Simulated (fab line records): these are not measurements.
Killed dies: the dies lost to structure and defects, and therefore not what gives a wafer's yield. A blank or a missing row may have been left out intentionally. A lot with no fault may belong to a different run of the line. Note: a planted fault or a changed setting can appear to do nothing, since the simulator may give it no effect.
fab line records / flow sfq-line
[record] lots = 6 wafers = 18 last-day = 83
route steps=325 shown INCOMING@1 L0@3
lots that met no fault: from a run of the same line without faults
start-h: start of the lot's first displayed wafer, in hours after the record's first day / wait-h: hours elapsed since this lot's preceding step / " unchanged from the row above / L1.1+2: a single row standing in for several wafers / - no value present, or no start provided / * or withheld: withheld / < > ~ a bound
route shown NAME@n: a module of which the file shows steps, and the number in the route of the first / usual: average and standard deviation across the fault-free wafers / same: alike in all rows / chamber/n: place in a boat / sites: each site's reading / _std_site: their standard deviation / _edge_site: outer sites' mean less inner sites' / radius-mm: how far each site lies from the wafer's centre / mask NAME#n: copy n / behind: tool/chamber where the wafer was last shaped / hold: why the lot went on hold/how many hours it stayed there/how the hold came to an end / device: which transistor (n, p or np) failed to switch / end of line: the same wafers' tests at the end of the route / for a step that has no rows: nothing shown but its recipe / killed: the dies lost at the first sort to structure and to defects; this is not the yield of the wafer / map: dies across one wafer; x = killed, . = not, _ = none there
set.NAME: the run value of the setting; set.NAME@STEP: its run value at that earlier step / model.NAME: the simulator's own value behind a step, which no gauge read
lots at some steps of the route; a table a step, a row a wafer
services: from which hour (start-h, from the record's first day; less than 0 if before it) a tool's chamber was out of use, for how many hours, and why
[[steps]]
[step SFQ_INCOMING_BOW_MEAS_900]
[recipe] mode = bow
[usual] INCOMING_BOW = 0/6.6
lot.wafer=L239.1 tool=film-metro-04 chamber=- start-h=45.00 wait-h=- INCOMING_BOW[um]=-12
lot.wafer=L239.2 tool=film-metro-04 chamber=- start-h=45.00 wait-h=- INCOMING_BOW[um]=0
lot.wafer=L239.3 tool=film-metro-04 chamber=- start-h=45.00 wait-h=- INCOMING_BOW[um]=-1
lot.wafer=L242.1 tool=film-metro-02 chamber=- start-h=60.00 wait-h=- INCOMING_BOW[um]=-1
lot.wafer=L242.2 tool=film-metro-02 chamber=- start-h=60.00 wait-h=- INCOMING_BOW[um]=-6
lot.wafer=L242.6 tool=film-metro-02 chamber=- start-h=60.00 wait-h=- INCOMING_BOW[um]=2
lot.wafer=L243.1 tool=film-metro-03 chamber=- start-h=65.00 wait-h=- INCOMING_BOW[um]=0
lot.wafer=L243.4 tool=film-metro-03 chamber=- start-h=65.00 wait-h=- INCOMING_BOW[um]=-6
lot.wafer=L243.6 tool=film-metro-03 chamber=- start-h=65.00 wait-h=- INCOMING_BOW[um]=0
lot.wafer=L249.1 tool=film-metro-02 chamber=- start-h=95.00 wait-h=- INCOMING_BOW[um]=13
lot.wafer=L249.2 tool=film-metro-02 chamber=- start-h=95.00 wait-h=- INCOMING_BOW[um]=-4
lot.wafer=L249.4 tool=film-metro-02 chamber=- start-h=95.00 wait-h=- INCOMING_BOW[um]=3
lot.wafer=L254.2 tool=film-metro-04 chamber=- start-h=120.02 wait-h=- INCOMING_BOW[um]=-10
lot.wafer=L254.3 tool=film-metro-04 chamber=- start-h=120.02 wait-h=- INCOMING_BOW[um]=7
lot.wafer=L254.4 tool=film-metro-04 chamber=- start-h=120.02 wait-h=- INCOMING_BOW[um]=-2
lot.wafer=L255.2 tool=film-metro-04 chamber=- start-h=125.02 wait-h=- INCOMING_BOW[um]=-14
lot.wafer=L255.4 tool=film-metro-04 chamber=- start-h=125.02 wait-h=- INCOMING_BOW[um]=-5
lot.wafer=L255.6 tool=film-metro-04 chamber=- start-h=125.02 wait-h=- INCOMING_BOW[um]=-2
[step SFQ_TRILAYER_INCOMING_OXIDATION_002]
[recipe] temp-c = 1000 ambient = H2O target-thk-a = 5000 p-h2o-torr = 720 ox-time-s = 4939
[step SFQ_TRILAYER_L0_DEP_SPUTTER_003]
[recipe] material = MoNx_KI base-pressure-pa = 1.33e-06 target-thk-nm = 40 power-w = 800 time-s = 100 chamber-pressure-pa = 0.4126
[usual] chamber-pressure-pa = 0.4127/0.00083 throttle-valve-pct = 29.7/0.86
lot.wafer=L239.1 tool=pvd-sputter-05 chamber=- start-h=47.49 wait-h=0.0 chamber-pressure-pa=0.4117 throttle-valve-pct=28.5
lot.wafer=L239.2 tool=pvd-sputter-05 chamber=- start-h=47.49 wait-h=0.0 chamber-pressure-pa=0.4127 throttle-valve-pct=30.2
lot.wafer=L239.3 tool=pvd-sputter-05 chamber=- start-h=47.49 wait-h=0.0 chamber-pressure-pa=0.4145 throttle-valve-pct=30.0
lot.wafer=L242.1 tool=pvd-sputter-05 chamber=- start-h=62.49 wait-h=0.0 chamber-pressure-pa=0.4130 throttle-valve-pct=30.5
lot.wafer=L242.2 tool=pvd-sputter-05 chamber=- start-h=62.49 wait-h=0.0 chamber-pressure-pa=0.4126 throttle-valve-pct=30.1
lot.wafer=L242.6 tool=pvd-sputter-05 chamber=- start-h=62.49 wait-h=0.0 chamber-pressure-pa=0.4131 throttle-valve-pct=28.4
lot.wafer=L243.1 tool=pvd-sputter-03 chamber=- start-h=67.49 wait-h=0.0 chamber-pressure-pa=0.4121 throttle-valve-pct=30.5
lot.wafer=L243.4 tool=pvd-sputter-03 chamber=- start-h=67.49 wait-h=0.0 chamber-pressure-pa=0.4135 throttle-valve-pct=29.6
lot.wafer=L243.6 tool=pvd-sputter-03 chamber=- start-h=67.49 wait-h=0.0 chamber-pressure-pa=0.4126 throttle-valve-pct=30.4
lot.wafer=L249.1 tool=pvd-sputter-05 chamber=- start-h=97.49 wait-h=0.0 chamber-pressure-pa=0.4114 throttle-valve-pct=30.3
lot.wafer=L249.2 tool=pvd-sputter-05 chamber=- start-h=97.49 wait-h=0.0 chamber-pressure-pa=0.4129 throttle-valve-pct=28.5
lot.wafer=L249.4 tool=pvd-sputter-05 chamber=- start-h=97.49 wait-h=0.0 chamber-pressure-pa=0.4126 throttle-valve-pct=30.5
lot.wafer=L254.2 tool=pvd-sputter-06 chamber=- start-h=122.49 wait-h=0.0 chamber-pressure-pa=0.4128 throttle-valve-pct=28.3
lot.wafer=L254.3 tool=pvd-sputter-06 chamber=- start-h=122.49 wait-h=0.0 chamber-pressure-pa=0.4123 throttle-valve-pct=28.8
lot.wafer=L254.4 tool=pvd-sputter-06 chamber=- start-h=122.49 wait-h=0.0 chamber-pressure-pa=0.4129 throttle-valve-pct=30.5
lot.wafer=L255.2 tool=pvd-sputter-06 chamber=- start-h=127.49 wait-h=0.0 chamber-pressure-pa=0.4124 throttle-valve-pct=30.3
lot.wafer=L255.4 tool=pvd-sputter-06 chamber=- start-h=127.49 wait-h=0.0 chamber-pressure-pa=0.4120 throttle-valve-pct=28.8
lot.wafer=L255.6 tool=pvd-sputter-06 chamber=- start-h=127.49 wait-h=0.0 chamber-pressure-pa=0.4129 throttle-valve-pct=30.6
[step SFQ_L0_RS_MEAS_901]
[recipe] thk-meas-gauge = four-point-probe reads = MoNx_KI_of_TRILAYER_L0_DEP_SPUTTER_003
[usual] L0_MONX_KI_RS = 43.5/0.4
lot.wafer=L239.1 tool=film-metro-03 chamber=- start-h=47.56 wait-h=0.0 L0_MONX_KI_RS[ohm/sq]=43.7
lot.wafer=L239.2 tool=film-metro-03 chamber=- start-h=47.56 wait-h=0.0 L0_MONX_KI_RS[ohm/sq]=44.3
lot.wafer=L239.3 tool=film-metro-03 chamber=- start-h=47.56 wait-h=0.0 L0_MONX_KI_RS[ohm/sq]=44.2
lot.wafer=L242.1 tool=film-metro-01 chamber=- start-h=62.88 wait-h=0.4 L0_MONX_KI_RS[ohm/sq]=43.8
lot.wafer=L242.2 tool=film-metro-01 chamber=- start-h=62.88 wait-h=0.4 L0_MONX_KI_RS[ohm/sq]=43.9
lot.wafer=L242.6 tool=film-metro-01 chamber=- start-h=62.88 wait-h=0.4 L0_MONX_KI_RS[ohm/sq]=43.5
lot.wafer=L243.1 tool=film-metro-02 chamber=- start-h=67.56 wait-h=0.0 L0_MONX_KI_RS[ohm/sq]=43.7
lot.wafer=L243.4 tool=film-metro-02 chamber=- start-h=67.56 wait-h=0.0 L0_MONX_KI_RS[ohm/sq]=43.8
lot.wafer=L243.6 tool=film-metro-02 chamber=- start-h=67.56 wait-h=0.0 L0_MONX_KI_RS[ohm/sq]=43.8
lot.wafer=L249.1 tool=film-metro-02 chamber=- start-h=97.56 wait-h=0.0 L0_MONX_KI_RS[ohm/sq]=43.7
lot.wafer=L249.2 tool=film-metro-02 chamber=- start-h=97.56 wait-h=0.0 L0_MONX_KI_RS[ohm/sq]=43.7
lot.wafer=L249.4 tool=film-metro-02 chamber=- start-h=97.56 wait-h=0.0 L0_MONX_KI_RS[ohm/sq]=43.8
lot.wafer=L254.2 tool=film-metro-03 chamber=- start-h=122.58 wait-h=0.1 L0_MONX_KI_RS[ohm/sq]=43.7
lot.wafer=L254.3 tool=film-metro-03 chamber=- start-h=122.58 wait-h=0.1 L0_MONX_KI_RS[ohm/sq]=43.1
lot.wafer=L254.4 tool=film-metro-03 chamber=- start-h=122.58 wait-h=0.1 L0_MONX_KI_RS[ohm/sq]=43.5
lot.wafer=L255.2 tool=film-metro-03 chamber=- start-h=127.58 wait-h=0.1 L0_MONX_KI_RS[ohm/sq]=42.8
lot.wafer=L255.4 tool=film-metro-03 chamber=- start-h=127.58 wait-h=0.1 L0_MONX_KI_RS[ohm/sq]=43.2
lot.wafer=L255.6 tool=film-metro-03 chamber=- start-h=127.58 wait-h=0.1 L0_MONX_KI_RS[ohm/sq]=43.4
[step SFQ_L0_THK_MEAS_902]
[recipe] thk-meas-gauge = xrf reads = MoNx_KI_of_TRILAYER_L0_DEP_SPUTTER_003
[usual] L0_MONX_KI_THK = 39.7/0.38
lot.wafer=L239.1 tool=film-metro-03 chamber=- start-h=47.68 wait-h=0.1 L0_MONX_KI_THK[nm]=39.4
lot.wafer=L239.2 tool=film-metro-03 chamber=- start-h=47.68 wait-h=0.1 L0_MONX_KI_THK[nm]=39.1
lot.wafer=L239.3 tool=film-metro-03 chamber=- start-h=47.68 wait-h=0.1 L0_MONX_KI_THK[nm]=39.2
lot.wafer=L242.1 tool=film-metro-01 chamber=- start-h=63.00 wait-h=0.1 L0_MONX_KI_THK[nm]=39.2
lot.wafer=L242.2 tool=film-metro-01 chamber=- start-h=63.00 wait-h=0.1 L0_MONX_KI_THK[nm]=39.4
lot.wafer=L242.6 tool=film-metro-01 chamber=- start-h=63.00 wait-h=0.1 L0_MONX_KI_THK[nm]=39.5
lot.wafer=L243.1 tool=film-metro-02 chamber=- start-h=67.68 wait-h=0.1 L0_MONX_KI_THK[nm]=39.6
lot.wafer=L243.4 tool=film-metro-02 chamber=- start-h=67.68 wait-h=0.1 L0_MONX_KI_THK[nm]=39.3
lot.wafer=L243.6 tool=film-metro-02 chamber=- start-h=67.68 wait-h=0.1 L0_MONX_KI_THK[nm]=39.4
lot.wafer=L249.1 tool=film-metro-02 chamber=- start-h=97.68 wait-h=0.1 L0_MONX_KI_THK[nm]=39.4
lot.wafer=L249.2 tool=film-metro-02 chamber=- start-h=97.68 wait-h=0.1 L0_MONX_KI_THK[nm]=39.5
lot.wafer=L249.4 tool=film-metro-02 chamber=- start-h=97.68 wait-h=0.1 L0_MONX_KI_THK[nm]=39.4
lot.wafer=L254.2 tool=film-metro-03 chamber=- start-h=122.69 wait-h=0.1 L0_MONX_KI_THK[nm]=39.3
lot.wafer=L254.3 tool=film-metro-03 chamber=- start-h=122.69 wait-h=0.1 L0_MONX_KI_THK[nm]=39.9
lot.wafer=L254.4 tool=film-metro-03 chamber=- start-h=122.69 wait-h=0.1 L0_MONX_KI_THK[nm]=39.6
lot.wafer=L255.2 tool=film-metro-03 chamber=- start-h=127.69 wait-h=0.1 L0_MONX_KI_THK[nm]=40.2
lot.wafer=L255.4 tool=film-metro-03 chamber=- start-h=127.69 wait-h=0.1 L0_MONX_KI_THK[nm]=39.7
lot.wafer=L255.6 tool=film-metro-03 chamber=- start-h=127.69 wait-h=0.1 L0_MONX_KI_THK[nm]=39.7
[step SFQ_TRILAYER_L0_LITHO_COAT_010]
[recipe] resist = BARC spin-rpm = 3000 resist-thk-nm = 62
[step SFQ_TRILAYER_L0_LITHO_COAT_005]
[recipe] resist = KrF spin-rpm = 3000 resist-thk-nm = 600
[step SFQ_TRILAYER_L0_LITHO_SOFTBAKE_009]
[recipe] temp-c = withheld time-s = withheld resist = KrF
[step SFQ_TRILAYER_L0_LITHO_EXPOSE_006]
[recipe] mask-id = L0 na = 0.6 source-shape = conventional sigma-outer = 0.65 target-cd-nm = 2000 dose-mj = 14.4
[step SFQ_TRILAYER_L0_LITHO_PEB_008]
[recipe] peb-temp-c = 115 peb-time-s = 60 resist = KrF
[step SFQ_TRILAYER_L0_LITHO_DEVELOP_007]
[recipe] time-s = 60 resist = KrF
[step SFQ_TRILAYER_L0_BARC_OPEN_METAL_ETCH_010]
[recipe] mask-material = PR chemistry = O2 target-depth-nm = 125 target = BARC icp-w = 600 bias-w = 80 pressure-mtorr = 10 time-s = 41.7
[usual] drypump-motor-current-A = 5.3/0.36 oes-product-au = 0.685/0.0046 rf-fwd-power-W = 594.0/2.7 run-length-s = 69.7/0.67
lot.wafer=L239.1 tool=rie-metal-03 chamber=1 start-h=76.39 wait-h=0.1 drypump-motor-current-A=5.7 oes-product-au=0.651 rf-fwd-power-W=597.2 rf-hours-counter-h=5 run-length-s=74.0 model.KrF_of_TRILAYER_L0_LITHO_COAT_005.thk-nm=515.4
lot.wafer=L239.2 tool=rie-metal-03 chamber=0 start-h=76.39 wait-h=0.1 drypump-motor-current-A=4.8 oes-product-au=0.653 rf-fwd-power-W=591.9 rf-hours-counter-h=156 run-length-s=74.1 model.KrF_of_TRILAYER_L0_LITHO_COAT_005.thk-nm=514.9
lot.wafer=L239.3 tool=rie-metal-03 chamber=0 start-h=76.39 wait-h=0.1 drypump-motor-current-A=4.8 oes-product-au=0.649 rf-fwd-power-W=590.5 rf-hours-counter-h=- run-length-s=74.1 model.KrF_of_TRILAYER_L0_LITHO_COAT_005.thk-nm=513.6
lot.wafer=L242.1 tool=rie-metal-03 chamber=0 start-h=93.29 wait-h=0.1 drypump-motor-current-A=4.8 oes-product-au=0.654 rf-fwd-power-W=592.3 rf-hours-counter-h=159 run-length-s=74.2 model.KrF_of_TRILAYER_L0_LITHO_COAT_005.thk-nm=514.1
lot.wafer=L242.2 tool=rie-metal-03 chamber=1 start-h=93.29 wait-h=0.1 drypump-motor-current-A=5.8 oes-product-au=0.661 rf-fwd-power-W=593.7 rf-hours-counter-h=7 run-length-s=73.8 model.KrF_of_TRILAYER_L0_LITHO_COAT_005.thk-nm=516.7
lot.wafer=L242.6 tool=rie-metal-03 chamber=1 start-h=93.29 wait-h=0.1 drypump-motor-current-A=5.7 oes-product-au=0.657 rf-fwd-power-W=596.5 rf-hours-counter-h=- run-length-s=74.5 model.KrF_of_TRILAYER_L0_LITHO_COAT_005.thk-nm=518.9
lot.wafer=L243.1 tool=rie-metal-01 chamber=0 start-h=96.89 wait-h=0.1 drypump-motor-current-A=5.2 oes-product-au=0.688 rf-fwd-power-W=595.1 rf-hours-counter-h=59 run-length-s=69.7 model.KrF_of_TRILAYER_L0_LITHO_COAT_005.thk-nm=522.8
lot.wafer=L243.4 tool=rie-metal-01 chamber=1 start-h=96.89 wait-h=0.1 drypump-motor-current-A=5.6 oes-product-au=0.688 rf-fwd-power-W=596.0 rf-hours-counter-h=- run-length-s=69.3 model.KrF_of_TRILAYER_L0_LITHO_COAT_005.thk-nm=523
lot.wafer=L243.6 tool=rie-metal-01 chamber=0 start-h=96.89 wait-h=0.1 drypump-motor-current-A=5.2 oes-product-au=0.695 rf-fwd-power-W=597.9 rf-hours-counter-h=- run-length-s=69.7 model.KrF_of_TRILAYER_L0_LITHO_COAT_005.thk-nm=523.7
lot.wafer=L249.1 tool=rie-metal-04 chamber=1 start-h=124.49 wait-h=0.1 drypump-motor-current-A=5.5 oes-product-au=0.680 rf-fwd-power-W=590.4 rf-hours-counter-h=135 run-length-s=70.3 model.KrF_of_TRILAYER_L0_LITHO_COAT_005.thk-nm=523.4
lot.wafer=L249.2 tool=rie-metal-04 chamber=0 start-h=124.49 wait-h=0.1 drypump-motor-current-A=5.0 oes-product-au=0.684 rf-fwd-power-W=592.2 rf-hours-counter-h=97 run-length-s=69.5 model.KrF_of_TRILAYER_L0_LITHO_COAT_005.thk-nm=521.5
lot.wafer=L249.4 tool=rie-metal-04 chamber=0 start-h=124.49 wait-h=0.1 drypump-motor-current-A=5.1 oes-product-au=0.683 rf-fwd-power-W=591.5 rf-hours-counter-h=- run-length-s=69.6 model.KrF_of_TRILAYER_L0_LITHO_COAT_005.thk-nm=522
lot.wafer=L254.2 tool=rie-metal-01 chamber=1 start-h=151.64 wait-h=0.1 drypump-motor-current-A=5.6 oes-product-au=0.679 rf-fwd-power-W=597.1 rf-hours-counter-h=41 run-length-s=72.4 model.KrF_of_TRILAYER_L0_LITHO_COAT_005.thk-nm=518.6
lot.wafer=L254.3 tool=rie-metal-01 chamber=1 start-h=151.64 wait-h=0.1 drypump-motor-current-A=5.6 oes-product-au=0.684 rf-fwd-power-W=596.8 rf-hours-counter-h=- run-length-s=72.7 model.KrF_of_TRILAYER_L0_LITHO_COAT_005.thk-nm=519.3
lot.wafer=L254.4 tool=rie-metal-01 chamber=0 start-h=151.64 wait-h=0.1 drypump-motor-current-A=5.2 oes-product-au=0.677 rf-fwd-power-W=595.6 rf-hours-counter-h=- run-length-s=72.8 model.KrF_of_TRILAYER_L0_LITHO_COAT_005.thk-nm=520.4
lot.wafer=L255.2 tool=rie-metal-03 chamber=1 start-h=154.04 wait-h=0.1 drypump-motor-current-A=5.7 oes-product-au=0.690 rf-fwd-power-W=600.3 rf-hours-counter-h=18 run-length-s=69.5 model.KrF_of_TRILAYER_L0_LITHO_COAT_005.thk-nm=521.4
lot.wafer=L255.4 tool=rie-metal-03 chamber=1 start-h=154.04 wait-h=0.1 drypump-motor-current-A=5.7 oes-product-au=0.685 rf-fwd-power-W=596.8 rf-hours-counter-h=- run-length-s=69.7 model.KrF_of_TRILAYER_L0_LITHO_COAT_005.thk-nm=522.7
lot.wafer=L255.6 tool=rie-metal-03 chamber=0 start-h=154.04 wait-h=0.1 drypump-motor-current-A=4.8 oes-product-au=0.687 rf-fwd-power-W=587.2 rf-hours-counter-h=- run-length-s=69.4 model.KrF_of_TRILAYER_L0_LITHO_COAT_005.thk-nm=522.7
[step SFQ_TRILAYER_L0_ETCH_METAL_ETCH_008]
[recipe] target = MoNx_KI stop-on = SiO2 mask-material = PR chemistry = SF6/O2 target-depth-nm = 50 icp-w = 600 bias-w = 80 pressure-mtorr = 10 time-s = 25
[usual] drypump-motor-current-A = 5.3/0.36 oes-product-au = 0.874/0.0061 rf-fwd-power-W = 592/3 run-length-s = 53.0/0.69
lot.wafer=L239.1 tool=rie-metal-03 chamber=1 start-h=76.45 wait-h=0.0 drypump-motor-current-A=5.8 oes-product-au=0.868 rf-fwd-power-W=599 rf-hours-counter-h=5 run-length-s=52.4 model.KrF_of_TRILAYER_L0_LITHO_COAT_005.thk-nm=473.5
lot.wafer=L239.2 tool=rie-metal-03 chamber=0 start-h=76.45 wait-h=0.0 drypump-motor-current-A=4.8 oes-product-au=0.865 rf-fwd-power-W=590 rf-hours-counter-h=156 run-length-s=52.9 model.KrF_of_TRILAYER_L0_LITHO_COAT_005.thk-nm=473.2
lot.wafer=L239.3 tool=rie-metal-03 chamber=0 start-h=76.45 wait-h=0.0 drypump-motor-current-A=4.8 oes-product-au=0.877 rf-fwd-power-W=591 rf-hours-counter-h=- run-length-s=52.6 model.KrF_of_TRILAYER_L0_LITHO_COAT_005.thk-nm=471.6
lot.wafer=L242.1 tool=rie-metal-03 chamber=0 start-h=93.35 wait-h=0.0 drypump-motor-current-A=4.8 oes-product-au=0.863 rf-fwd-power-W=589 rf-hours-counter-h=159 run-length-s=52.6 model.KrF_of_TRILAYER_L0_LITHO_COAT_005.thk-nm=471.7
lot.wafer=L242.2 tool=rie-metal-03 chamber=1 start-h=93.35 wait-h=0.0 drypump-motor-current-A=5.7 oes-product-au=0.873 rf-fwd-power-W=597 rf-hours-counter-h=7 run-length-s=52.7 model.KrF_of_TRILAYER_L0_LITHO_COAT_005.thk-nm=474.5
lot.wafer=L242.6 tool=rie-metal-03 chamber=1 start-h=93.35 wait-h=0.0 drypump-motor-current-A=5.7 oes-product-au=0.880 rf-fwd-power-W=595 rf-hours-counter-h=- run-length-s=52.7 model.KrF_of_TRILAYER_L0_LITHO_COAT_005.thk-nm=476.5
lot.wafer=L243.1 tool=rie-metal-01 chamber=0 start-h=96.95 wait-h=0.0 drypump-motor-current-A=5.2 oes-product-au=0.870 rf-fwd-power-W=594 rf-hours-counter-h=59 run-length-s=53.1 model.KrF_of_TRILAYER_L0_LITHO_COAT_005.thk-nm=480.6
lot.wafer=L243.4 tool=rie-metal-01 chamber=1 start-h=96.95 wait-h=0.0 drypump-motor-current-A=5.6 oes-product-au=0.864 rf-fwd-power-W=593 rf-hours-counter-h=- run-length-s=52.9 model.KrF_of_TRILAYER_L0_LITHO_COAT_005.thk-nm=480.7
lot.wafer=L243.6 tool=rie-metal-01 chamber=0 start-h=96.95 wait-h=0.0 drypump-motor-current-A=5.2 oes-product-au=0.868 rf-fwd-power-W=592 rf-hours-counter-h=- run-length-s=53.4 model.KrF_of_TRILAYER_L0_LITHO_COAT_005.thk-nm=481.3
lot.wafer=L249.1 tool=rie-metal-04 chamber=1 start-h=124.55 wait-h=0.0 drypump-motor-current-A=5.4 oes-product-au=0.873 rf-fwd-power-W=590 rf-hours-counter-h=135 run-length-s=53.9 model.KrF_of_TRILAYER_L0_LITHO_COAT_005.thk-nm=481.8
lot.wafer=L249.2 tool=rie-metal-04 chamber=0 start-h=124.55 wait-h=0.0 drypump-motor-current-A=5.0 oes-product-au=0.868 rf-fwd-power-W=588 rf-hours-counter-h=97 run-length-s=53.2 model.KrF_of_TRILAYER_L0_LITHO_COAT_005.thk-nm=479.1
lot.wafer=L249.4 tool=rie-metal-04 chamber=0 start-h=124.55 wait-h=0.0 drypump-motor-current-A=5.0 oes-product-au=0.880 rf-fwd-power-W=589 rf-hours-counter-h=- run-length-s=52.6 model.KrF_of_TRILAYER_L0_LITHO_COAT_005.thk-nm=479.6
lot.wafer=L254.2 tool=rie-metal-01 chamber=1 start-h=151.72 wait-h=0.1 drypump-motor-current-A=5.6 oes-product-au=0.864 rf-fwd-power-W=595 rf-hours-counter-h=41 run-length-s=55.8 model.KrF_of_TRILAYER_L0_LITHO_COAT_005.thk-nm=476.8
lot.wafer=L254.3 tool=rie-metal-01 chamber=1 start-h=151.72 wait-h=0.1 drypump-motor-current-A=5.6 oes-product-au=0.876 rf-fwd-power-W=595 rf-hours-counter-h=- run-length-s=55.4 model.KrF_of_TRILAYER_L0_LITHO_COAT_005.thk-nm=477.4
lot.wafer=L254.4 tool=rie-metal-01 chamber=0 start-h=151.72 wait-h=0.1 drypump-motor-current-A=5.2 oes-product-au=0.872 rf-fwd-power-W=593 rf-hours-counter-h=- run-length-s=56.4 model.KrF_of_TRILAYER_L0_LITHO_COAT_005.thk-nm=478.9
lot.wafer=L255.2 tool=rie-metal-03 chamber=1 start-h=154.10 wait-h=0.0 drypump-motor-current-A=5.8 oes-product-au=0.879 rf-fwd-power-W=594 rf-hours-counter-h=18 run-length-s=52.9 model.KrF_of_TRILAYER_L0_LITHO_COAT_005.thk-nm=479.3
lot.wafer=L255.4 tool=rie-metal-03 chamber=1 start-h=154.10 wait-h=0.0 drypump-motor-current-A=5.7 oes-product-au=0.874 rf-fwd-power-W=597 rf-hours-counter-h=- run-length-s=52.4 model.KrF_of_TRILAYER_L0_LITHO_COAT_005.thk-nm=480.2
lot.wafer=L255.6 tool=rie-metal-03 chamber=0 start-h=154.10 wait-h=0.0 drypump-motor-current-A=4.8 oes-product-au=0.870 rf-fwd-power-W=585 rf-hours-counter-h=- run-length-s=52.7 model.KrF_of_TRILAYER_L0_LITHO_COAT_005.thk-nm=480.2
[step SFQ_TRILAYER_L0_STRIP_STRIP_009]
[recipe] gas = O2 power-w = 200 platen-temp-c = 40 overash-fraction = 0.65 chemistry = O2 pressure-mtorr = 50
[usual] drypump-motor-current-A = 5.3/0.35 oes-product-au = 1.006/0.0076
lot.wafer=L239.1 tool=rie-metal-03 chamber=1 start-h=76.50 wait-h=0.0 drypump-motor-current-A=5.7 oes-product-au=1.006 rf-hours-counter-h=5
lot.wafer=L239.2 tool=rie-metal-03 chamber=0 start-h=76.50 wait-h=0.0 drypump-motor-current-A=4.7 oes-product-au=0.998 rf-hours-counter-h=156
lot.wafer=L239.3 tool=rie-metal-03 chamber=0 start-h=76.50 wait-h=0.0 drypump-motor-current-A=4.8 oes-product-au=0.998 rf-hours-counter-h=-
lot.wafer=L242.1 tool=rie-metal-03 chamber=0 start-h=93.40 wait-h=0.0 drypump-motor-current-A=4.8 oes-product-au=1.004 rf-hours-counter-h=159
lot.wafer=L242.2 tool=rie-metal-03 chamber=1 start-h=93.40 wait-h=0.0 drypump-motor-current-A=5.7 oes-product-au=1.017 rf-hours-counter-h=8
lot.wafer=L242.6 tool=rie-metal-03 chamber=1 start-h=93.40 wait-h=0.0 drypump-motor-current-A=5.7 oes-product-au=1.004 rf-hours-counter-h=-
lot.wafer=L243.1 tool=rie-metal-01 chamber=0 start-h=97.00 wait-h=0.0 drypump-motor-current-A=5.2 oes-product-au=0.999 rf-hours-counter-h=59
lot.wafer=L243.4 tool=rie-metal-01 chamber=1 start-h=97.00 wait-h=0.0 drypump-motor-current-A=5.6 oes-product-au=1.010 rf-hours-counter-h=-
lot.wafer=L243.6 tool=rie-metal-01 chamber=0 start-h=97.00 wait-h=0.0 drypump-motor-current-A=5.2 oes-product-au=0.994 rf-hours-counter-h=-
lot.wafer=L249.1 tool=rie-metal-04 chamber=1 start-h=124.60 wait-h=0.0 drypump-motor-current-A=5.4 oes-product-au=1.000 rf-hours-counter-h=135
lot.wafer=L249.2 tool=rie-metal-04 chamber=0 start-h=124.60 wait-h=0.0 drypump-motor-current-A=5.1 oes-product-au=1.013 rf-hours-counter-h=97
lot.wafer=L249.4 tool=rie-metal-04 chamber=0 start-h=124.60 wait-h=0.0 drypump-motor-current-A=5.0 oes-product-au=1.007 rf-hours-counter-h=-
lot.wafer=L254.2 tool=rie-metal-01 chamber=1 start-h=151.78 wait-h=0.0 drypump-motor-current-A=5.6 oes-product-au=1.010 rf-hours-counter-h=41
lot.wafer=L254.3 tool=rie-metal-01 chamber=1 start-h=151.78 wait-h=0.0 drypump-motor-current-A=5.6 oes-product-au=1.001 rf-hours-counter-h=-
lot.wafer=L254.4 tool=rie-metal-01 chamber=0 start-h=151.78 wait-h=0.0 drypump-motor-current-A=5.2 oes-product-au=1.008 rf-hours-counter-h=-
lot.wafer=L255.2 tool=rie-metal-03 chamber=1 start-h=154.15 wait-h=0.0 drypump-motor-current-A=5.8 oes-product-au=1.005 rf-hours-counter-h=18
lot.wafer=L255.4 tool=rie-metal-03 chamber=1 start-h=154.15 wait-h=0.0 drypump-motor-current-A=5.7 oes-product-au=1.013 rf-hours-counter-h=-
lot.wafer=L255.6 tool=rie-metal-03 chamber=0 start-h=154.15 wait-h=0.0 drypump-motor-current-A=4.8 oes-product-au=0.999 rf-hours-counter-h=-
[[services]]
tool=rie-metal-03 chamber=1 start-h=33.16 hours=- kind=clean
tool=rie-metal-03 chamber=1 start-h=33.16 hours=- kind=consumable-replace:focus-ring
tool=rie-metal-03 chamber=1 start-h=33.16 hours=15.3 kind=scheduled-down
tool=rie-metal-03 chamber=1 start-h=33.16 hours=15.3 kind=vent-cycle
tool=pvd-sputter-06 chamber=- start-h=93.25 hours=4.6 kind=repair
tool=pvd-sputter-03 chamber=- start-h=94.26 hours=5.1 kind=repair
tool=pvd-sputter-05 chamber=3 start-h=100.30 hours=- kind=consumable-replace:kit
tool=pvd-sputter-05 chamber=3 start-h=100.30 hours=18.0 kind=scheduled-down
tool=pvd-sputter-05 chamber=3 start-h=100.30 hours=18.0 kind=vent-cycle
tool=pvd-sputter-05 chamber=- start-h=106.23 hours=12.8 kind=repair
tool=pvd-sputter-05 chamber=- start-h=121.52 hours=3.6 kind=repair
[[key]]
[first-sign] step = SFQ_TRILAYER_L0_BARC_OPEN_METAL_ETCH_010 reading = oes-product-au direction = down sigmas = 6.7 usual = 0.685 struck = 0.654
[effect] step = SFQ_TRILAYER_L0_BARC_OPEN_METAL_ETCH_010 reading = run-length-s direction = up sigmas = 6.6 usual = * struck = *
[model-effect] step = SFQ_TRILAYER_L0_BARC_OPEN_METAL_ETCH_010 value = KrF_of_TRILAYER_L0_LITHO_COAT_005.thk-nm without = 521.4 struck = 515.6
[model-effect] step = SFQ_TRILAYER_L0_ETCH_METAL_ETCH_008 value = KrF_of_TRILAYER_L0_LITHO_COAT_005.thk-nm without = 479.3 struck = 473.5
met-at SFQ_TRILAYER_L0_BARC_OPEN_METAL_ETCH_010
struck-wafers L239.1,L239.2,L239.3,L242.1,L242.2,L242.6
[fault] kind = process-parameter-drift tool = rie-metal-03 chamber = - onset-h = 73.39 steps = SFQ_TRILAYER_L0_BARC_OPEN_METAL_ETCH_010 channel = time-s offset = * shape = step end-h = 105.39 acts-in = * stated = *
